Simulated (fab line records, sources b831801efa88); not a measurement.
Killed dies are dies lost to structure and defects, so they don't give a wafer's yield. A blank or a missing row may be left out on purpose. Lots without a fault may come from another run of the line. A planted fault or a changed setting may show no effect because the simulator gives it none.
Which tool did it? | flow gf180mcu | 14 lots, 42 wafers sampled, at 5 steps of a route of 602

WHAT THE GAUGES READ, wafer by wafer
GF_MVPSD_TW_MEAS_11.
lot  | measured     | on            | MVPSD_TW
L216 | day 5 00:25  | film_metro-01 | 554 557 556
L218 | day 5 14:04  | film_metro-04 | 551 551 551
L219 | day 5 19:22  | film_metro-04 | 550 550 552
L220 | day 6 01:28  | film_metro-04 | 550 549 548
L221 | day 6 07:40  | film_metro-01 | 559 557 557
L223 | day 6 17:55  | film_metro-02 | 30 30 31
L224 | day 7 00:58  | film_metro-04 | 30 30 30
L231 | day 8 17:08  | film_metro-02 | 559 558 558
L232 | day 9 00:54  | film_metro-02 | 560 560 560
L234 | day 9 18:10  | film_metro-04 | 554 554 553
L235 | day 9 18:37  | film_metro-01 | 557 559 560
L236 | day 10 00:34 | film_metro-01 | 557 560 558
L237 | day 10 06:46 | film_metro-01 | 556 557 557
L239 | day 10 19:16 | film_metro-04 | 551 552 550

GF_HV_LDD_TW_MEAS_50.
lot  | measured     | on            | HV_LDD_4_TW
L216 | day 12 08:33 | film_metro-01 | 572 577 578
L218 | day 13 01:43 | film_metro-02 | 575 576 577
L219 | day 13 16:29 | film_metro-01 | 578 575 576
L220 | day 13 23:52 | film_metro-01 | 578 577 575
L221 | day 14 03:20 | film_metro-01 | 579 573 571
L223 | day 14 15:48 | film_metro-02 | 576 578 576
L224 | day 15 01:35 | film_metro-02 | 575 575 575
L231 | day 17 08:22 | film_metro-02 | 578 579 576
L232 | day 17 20:13 | film_metro-04 | 570 569 569
L234 | day 18 21:34 | film_metro-04 | 568 570 568
L235 | day 18 22:24 | film_metro-01 | 575 568 573
L236 | day 19 04:11 | film_metro-02 | 575 578 573
L237 | day 19 10:02 | film_metro-02 | 574 574 573
L239 | day 20 05:22 | film_metro-01 | 575 574 573

GF_PSD_RS_MEAS_14: measures by four-point-probe.
lot  | measured     | on            | NSD_RS (ohm/sq)
L216 | day 14 08:45 | film_metro-04 | 46.30 46.13 46.34
L218 | day 14 22:07 | film_metro-01 | 46.12 46.20 46.11
L219 | day 15 13:32 | film_metro-01 | 46.16 46.22 46.10
L220 | day 15 23:01 | film_metro-03 | 46.45 46.38 46.30
L221 | day 16 02:17 | film_metro-01 | 46.16 46.21 46.22
L223 | day 16 15:00 | film_metro-03 | 46.22 46.27 46.29
L224 | day 17 01:25 | film_metro-01 | 46.30 46.14 46.26
L231 | day 19 13:13 | film_metro-03 | 46.16 46.15 46.21
L232 | day 20 01:13 | film_metro-04 | 46.36 46.26 46.33
L234 | day 21 02:20 | film_metro-01 | 46.20 46.17 46.12
L235 | day 21 08:08 | film_metro-03 | 46.20 46.14 46.25
L236 | day 21 08:26 | film_metro-01 | 46.08 46.26 46.27
L237 | day 21 13:42 | film_metro-04 | 46.23 46.27 46.21
L239 | day 22 08:52 | film_metro-01 | 46.26 46.36 46.36

WHICH TOOL RAN EACH LOT (tool, then ch and the chambers of the sampled wafers, then the start)
lot  | GF_MVSD_STRIP_10                     | GF_MVPSD_STRIP_10
L216 | plasma_asher-01 ch 0, day 4 09:46    | plasma_asher-02 ch 0,1, day 5 00:18
L218 | plasma_asher-04 ch 0,1, day 4 23:40  | plasma_asher-03 ch 0,1, day 5 13:58
L219 | plasma_asher-02 ch 0, day 5 04:58    | plasma_asher-03 ch 0,1, day 5 19:15
L220 | plasma_asher-01 ch 1, day 5 10:34    | plasma_asher-02 ch 0,1, day 6 01:22
L221 | plasma_asher-01 ch 0,1, day 5 16:04  | plasma_asher-02 ch 0,1, day 6 07:34
L223 | plasma_asher-02 ch 0,1, day 6 02:44  | plasma_asher-03 ch 0,1, day 6 17:50
L224 | plasma_asher-04 ch 0,1, day 6 08:36  | plasma_asher-01 ch 0,1, day 7 00:53
L231 | plasma_asher-02 ch 0,1, day 8 00:27  | plasma_asher-01 ch 0,1, day 8 17:04
L232 | plasma_asher-01 ch 0,1, day 8 08:07  | plasma_asher-03 ch 0,1, day 9 00:48
L234 | plasma_asher-02 ch 0,1, day 9 00:37  | plasma_asher-03 ch 0,1, day 9 18:04
L235 | plasma_asher-04 ch 0,1, day 9 00:58  | plasma_asher-03 ch 0,1, day 9 18:31
L236 | plasma_asher-04 ch 0,1, day 9 06:19  | plasma_asher-01 ch 0,1, day 10 00:28
L237 | plasma_asher-02 ch 1, day 9 12:43    | plasma_asher-02 ch 0,1, day 10 06:40
L239 | plasma_asher-04 ch 0,1, day 10 00:40 | plasma_asher-02 ch 0,1, day 10 19:10
- GF_MVSD_STRIP_10: strips in O2/N2.
- GF_MVPSD_STRIP_10: strips in O2/N2.

WHAT THE TOOLS THEMSELVES READ (means of the sampled wafers that have a number; where no wafer has one, the mark that the record gives instead)
GF_MVSD_STRIP_10.
lot  | tool            | chamber_pressure_mTorr (mTorr) | drypump_motor_current_A (A) | heater_power_w (W) | o2_flow_sccm (sccm) | oes_product_au (a.u.) | strip_time_to_endpoint_s (s)
L216 | plasma_asher-01 | 1501.1                         | 5.9                         | 378                | 2997                | 0.723                 | 37.02
L218 | plasma_asher-04 | 1499.7                         | 5.3                         | 382                | 3009                | 0.722                 | 36.89
L219 | plasma_asher-02 | 1499.5                         | 6.3                         | 347                | 3006                | 0.722                 | 37.04
L220 | plasma_asher-01 | 1499.4                         | 4.9                         | 338                | 2993                | 0.723                 | 36.95
L221 | plasma_asher-01 | 1502.5                         | 5.6                         | 358                | 2989                | 0.725                 | 37.08
L223 | plasma_asher-02 | -                              | -                           | -                  | -                   | -                     | -
L224 | plasma_asher-04 | -                              | -                           | -                  | -                   | -                     | -
L231 | plasma_asher-02 | 1500.3                         | 6.2                         | 323                | 3003                | 0.725                 | 37.07
L232 | plasma_asher-01 | 1500.6                         | 5.6                         | 367                | 2999                | 0.720                 | 37.08
L234 | plasma_asher-02 | 1500.9                         | 6.0                         | 322                | 2994                | 0.723                 | 37.04
L235 | plasma_asher-04 | 1498.9                         | 5.3                         | 381                | 2994                | 0.719                 | 37.02
L236 | plasma_asher-04 | 1500.8                         | 5.0                         | 346                | 3004                | 0.727                 | 37.03
L237 | plasma_asher-02 | 1499.6                         | 5.9                         | 325                | 3013                | 0.722                 | 37.08
L239 | plasma_asher-04 | 1500.4                         | 5.3                         | 382                | 3004                | 0.722                 | 36.94

GF_MVPSD_STRIP_10.
lot  | tool            | chamber_pressure_mTorr (mTorr) | drypump_motor_current_A (A) | heater_power_w (W) | o2_flow_sccm (sccm) | oes_product_au (a.u.) | strip_time_to_endpoint_s (s)
L216 | plasma_asher-02 | 1499.1                         | 6.2                         | 331                | 3009                | 0.718                 | 37.10
L218 | plasma_asher-03 | 1500.2                         | 5.6                         | 308                | 2997                | 0.717                 | 36.87
L219 | plasma_asher-03 | 1499.7                         | 5.2                         | 328                | 2996                | 0.726                 | 36.93
L220 | plasma_asher-02 | 1500.3                         | 6.2                         | 324                | 3002                | 0.724                 | 36.98
L221 | plasma_asher-02 | 1500.9                         | 6.0                         | 318                | 2995                | 0.724                 | 37.11
L223 | plasma_asher-03 | 1499.0                         | 5.6                         | 311                | 3008                | 0.737                 | 81.05
L224 | plasma_asher-01 | 1500.8                         | 5.2                         | 348                | 3008                | 0.739                 | 81.26
L231 | plasma_asher-01 | 1501.2                         | 5.2                         | 351                | 2999                | 0.721                 | 37.16
L232 | plasma_asher-03 | 1501.2                         | 5.6                         | 310                | 2994                | 0.724                 | 37.16
L234 | plasma_asher-03 | 1500.3                         | 5.2                         | 328                | 3000                | 0.726                 | 37.09
L235 | plasma_asher-03 | 1499.8                         | 5.5                         | 310                | 2993                | 0.724                 | 37.07
L236 | plasma_asher-01 | 1500.9                         | 5.6                         | 363                | 3006                | 0.723                 | 37.04
L237 | plasma_asher-02 | 1498.8                         | 6.2                         | 322                | 3011                | 0.721                 | 37.06
L239 | plasma_asher-02 | 1499.2                         | 6.0                         | 331                | 2995                | 0.718                 | 36.82

THE ANSWER, worked out from the rows above alone
Rule: what is usual is taken from the lots themselves. Put in order of their means at a reading, lots are off if they are a third of the lots or fewer, leave a main group of 4 or more, and stand apart from it by a gap of 3 or more times the standard deviation of the main group's means; of several such gaps the widest counts. A main group whose means are all the same, to the digits that the tables above print for the reading, isn't used. A lot without any number at a reading at which 4 lots or more have one is off too. The other lots that the step has rows for count as sound. The gauges are gone through in route order, then the tools' own readings, and for those a lot's mean is taken as printed above. The first step at which some lot is off is used, and at that step the reading that is off furthest; a lot without a number counts as furthest.
Off: L223, L224, at GF_MVPSD_TW_MEAS_11 (MVPSD_TW). The main group: mean 555, standard deviation 3.6.
A tool fits if, at a process step before that reading, it ran every lot that is off, and no sound lot after the first of them. The gauges at GF_MVPSD_TW_MEAS_11 aren't tried: what is off there is off at GF_MVSD_STRIP_10 too, on other tools, and a gauge's error can't cause that. None of those tried fits.

WHAT THE SIMULATOR HAD PUT IN
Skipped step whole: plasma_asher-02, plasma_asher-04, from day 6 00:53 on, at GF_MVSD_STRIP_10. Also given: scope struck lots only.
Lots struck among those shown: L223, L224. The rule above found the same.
